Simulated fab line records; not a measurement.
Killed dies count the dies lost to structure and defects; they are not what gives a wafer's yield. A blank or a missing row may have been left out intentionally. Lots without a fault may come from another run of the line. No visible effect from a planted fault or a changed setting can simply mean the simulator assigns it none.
8D (eight disciplines) problem report, filled in by code ; flow sky130 ; the parts of the form that need people (team, actions taken, sign-off) are left out

== 1. PROBLEM STATEMENT ==
Mean SD_N_TW at SKY_SD_N_TW_MEAS_12: 3437 over 6 wafers in 2 lots; fault-free wafers: 4023, standard deviation 38. That is -15 standard deviations from the usual mean.
Seen first at day 33 17:15 on film metro-02, wafer L906.3. At this step, 30 wafers from 10 lots have a number in the record. Rule for "out", or "out of limits": more than 4 standard deviations from the usual mean. All remaining wafers that have a number are taken as sound.

== 2. WHAT IT IS; WHAT IT IS NOT ==
question;is;is not
which readings at this step;SD_N_TW;-
which lots;L906, L907;L892, L896, L899, L902, L904, L905, L910, L911
which wafers of those lots;all that have a number;-
read on which gauges;film metro-02, film metro-04;film metro-01
when;from day 33 17:15;"up to then (18 sound wafers); but 6 sound wafers of L910, L911 came after"

== 3. WHAT RULES OUT EACH SUSPECT ==
Counting: a tool stays on the suspect list if, at a process step up to the reading, it processed all lots that are out and no sound lot following the first of them.
- the gauge at SKY_SD_N_TW_MEAS_12 is ruled out. Those wafers that are out were read across 2 gauges (film metro-02, film metro-04).
- implanter-04 at SKY_SD_N_IMPLANT_09: kept. It ran every lot that is out, first L906 (day 33 16:53), and no sound lot after that; its last sound lot up to then is L904 (day 33 06:37). On those wafers its own readings are out: beam on s, dose ions cm2, end station pressure torr, faraday current uA.
- plasma asher-02 at SKY_SD_N_STRIP_11 (strips in O2/N2): kept. It ran every lot that is out, first L906 (day 33 17:10), and no sound lot after that. On those wafers its own readings are out: oes product au, strip time to endpoint s.
Remaining after the count are implanter-04 at SKY_SD_N_IMPLANT_09 and plasma asher-02 at SKY_SD_N_STRIP_11.

== 4. THE CAUSE (what the simulator had put in) ==
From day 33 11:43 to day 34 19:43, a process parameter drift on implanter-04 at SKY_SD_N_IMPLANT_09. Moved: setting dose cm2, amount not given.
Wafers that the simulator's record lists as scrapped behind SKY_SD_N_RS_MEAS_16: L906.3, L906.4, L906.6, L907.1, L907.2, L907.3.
This tool is one of the 2 suspects left after counting.

== 5. THE CHAIN OF EFFECTS, in route order ==
One row per reading whose mean, taken over the struck wafers that have a number, lies over 3 standard deviations from the usual. Readings are gone through only where the record gives a usual standard deviation; hours: the median, over the lots, of the time from a lot's start at the first step in this table giving one to that lot's start at this step; sigmas: the change measured in usual standard deviations.
hours;step;reading;usual;on struck wafers;change;sigmas
0;SKY_SD_N_IMPLANT_09;beam on s;18.0 s;9.9;-8.1;-6.7
0;SKY_SD_N_IMPLANT_09;dose ions cm2;4e+15;5e+14;-4e+15;-99 or more
0;SKY_SD_N_IMPLANT_09;end station pressure torr;1.34e-05 Torr;7.05e-06;-6.35e-06;-6.4
0;SKY_SD_N_IMPLANT_09;faraday current uA;12204;2770;-9434;-12
0;SKY_SD_N_STRIP_11;oes product au;0.527 a.u.;0.646;+0.119;+30
0;SKY_SD_N_STRIP_11;strip time to endpoint s;22.56 s;16.19;-6.37;-99 or more
0;SKY_SD_N_TW_MEAS_12;SD_N_TW;4023;3437;-586;-15
3;SKY_SD_N_RS_MEAS_16;SD_N_RS;68.47 ohm/sq;161.13;+92.66;+99 or more
Process steps it contains:
- SKY_SD_N_IMPLANT_09
- SKY_SD_N_STRIP_11: strips in O2/N2.

== 6. WHAT WOULD HAVE CAUGHT IT SOONER ==
In this record the first reading out of limits at a measuring or inspecting step was taken at day 33 17:15, 6 hours after the fault began at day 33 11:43.
Tool's own readings at SKY_SD_N_IMPLANT_09, beam on s, dose ions cm2, end station pressure torr, faraday current uA: out on all struck wafers the step has rows for; an alarm limit on them would have tripped on the first.
Of the lots that are out (2), L907 began SKY_SD_N_IMPLANT_09 on implanter-04 after day 33 17:15. Putting the tool on hold at that point would have spared it.
